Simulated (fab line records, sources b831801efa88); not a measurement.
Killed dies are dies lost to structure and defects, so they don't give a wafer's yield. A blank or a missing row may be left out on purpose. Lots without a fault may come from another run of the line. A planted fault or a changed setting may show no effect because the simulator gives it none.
Which tool did it? | flow sky130 | 10 lots, 30 wafers sampled, at 4 steps of a route of 708

WHAT THE GAUGES READ, wafer by wafer
SKY_VIA1_RS_MEAS_22: measures by four-point-probe.
lot  | measured     | on            | VIA1_W_RS (ohm/sq)
L656 | day 35 01:46 | film_metro-02 | 0.431 0.431 0.431
L657 | day 35 13:46 | film_metro-01 | 0.433 0.436 0.431
L661 | day 36 13:59 | film_metro-02 | 0.425 0.428 0.435
L662 | day 37 00:55 | film_metro-01 | 0.427 0.430 0.430
L663 | day 37 07:49 | film_metro-01 | 0.435 0.431 0.428
L664 | day 38 00:11 | film_metro-03 | 0.433 0.429 0.434
L665 | day 38 00:32 | film_metro-03 | 0.428 0.430 0.432
L667 | day 38 16:34 | film_metro-02 | 0.619 0.431 0.622
L668 | day 38 20:26 | film_metro-01 | 0.429 0.430 0.618
L669 | day 39 04:16 | film_metro-02 | 0.432 0.434 0.625

WHICH TOOL RAN EACH LOT (tool, then ch and the chambers of the sampled wafers, then the start)
lot  | SKY_LI_CONTACT_STRIP_16              | SKY_CONTACT_CMP_27            | SKY_VIA1_CVD_21
L656 | plasma_asher-02 ch 0,1, day 30 05:33 | cmp-01 ch 1,2,3, day 32 16:53 | cvd_w-01 ch 0,1, day 35 01:40
L657 | plasma_asher-03 ch 0,1, day 30 19:21 | cmp-02 ch 1,2,3, day 33 05:33 | cvd_w-01 ch 0,1, day 35 13:40
L661 | plasma_asher-04 ch 0,1, day 31 20:18 | cmp-02 ch 1,2,3, day 34 06:08 | cvd_w-02 ch 0,1, day 36 13:54
L662 | plasma_asher-03 ch 0,1, day 32 07:51 | cmp-01 ch 1,2,3, day 34 18:05 | cvd_w-02 ch 0,1, day 37 00:50
L663 | plasma_asher-02 ch 0,1, day 32 15:03 | cmp-02 ch 0,2,3, day 35 00:52 | cvd_w-02 ch 0,1, day 37 07:43
L664 | plasma_asher-04 ch 0,1, day 33 08:15 | cmp-01 ch 0,2,3, day 35 16:54 | cvd_w-02 ch 0,1, day 38 00:04
L665 | plasma_asher-02 ch 1, day 33 08:17   | cmp-02 ch 1,2, day 35 17:24   | cvd_w-01 ch 0,1, day 38 00:25
L667 | plasma_asher-03 ch 0,1, day 34 00:05 | cmp-02 ch 0,1, day 36 09:53   | cvd_w-01 ch 0,1, day 38 16:27
L668 | plasma_asher-04 ch 1, day 34 04:39   | cmp-01 ch 0,2,3, day 36 13:37 | cvd_w-01 ch 1, day 38 20:20
L669 | plasma_asher-04 ch 0,1, day 34 12:42 | cmp-01 ch 1,2,3, day 36 20:53 | cvd_w-01 ch 0,1, day 39 04:10
- SKY_LI_CONTACT_STRIP_16: strips in O2/N2.
- SKY_CONTACT_CMP_27: polishes, stops on SiO2, t overpolish 15 s, target thk 0 nm.
- SKY_VIA1_CVD_21: deposits W, target thk 270 nm, time 80.902 s.

THE ANSWER, worked out from the rows above alone
Rule: what is usual is taken from the lots themselves. Put in order of their means at a reading, lots are off if they are a third of the lots or fewer, leave a main group of 4 or more, and stand apart from it by a gap of 3 or more times the standard deviation of the main group's means; of several such gaps the widest counts. A main group whose means are all the same, to the digits that the tables above print for the reading, isn't used. A lot without any number at a reading at which 4 lots or more have one is off too. The other lots that the step has rows for count as sound.
Off: L667, L668, L669, at SKY_VIA1_RS_MEAS_22 (VIA1_W_RS). The main group: mean 0.431 ohm/sq, standard deviation 0.0014.
A tool fits if, at a process step before that reading, it ran every lot that is off, and no sound lot after the first of them. The gauges at SKY_VIA1_RS_MEAS_22 are tried like those tools. One fits: cvd_w-01 at SKY_VIA1_CVD_21. Its last sound lot is L665 (day 38 00:25), its first lot that is off L667 (day 38 16:27): a fault that began between those two fits.

WHAT THE SIMULATOR HAD PUT IN
Process parameter drift: cvd_w-01, from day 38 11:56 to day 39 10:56, at SKY_VIA1_CVD_21. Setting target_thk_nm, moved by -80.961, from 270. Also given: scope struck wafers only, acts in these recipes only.
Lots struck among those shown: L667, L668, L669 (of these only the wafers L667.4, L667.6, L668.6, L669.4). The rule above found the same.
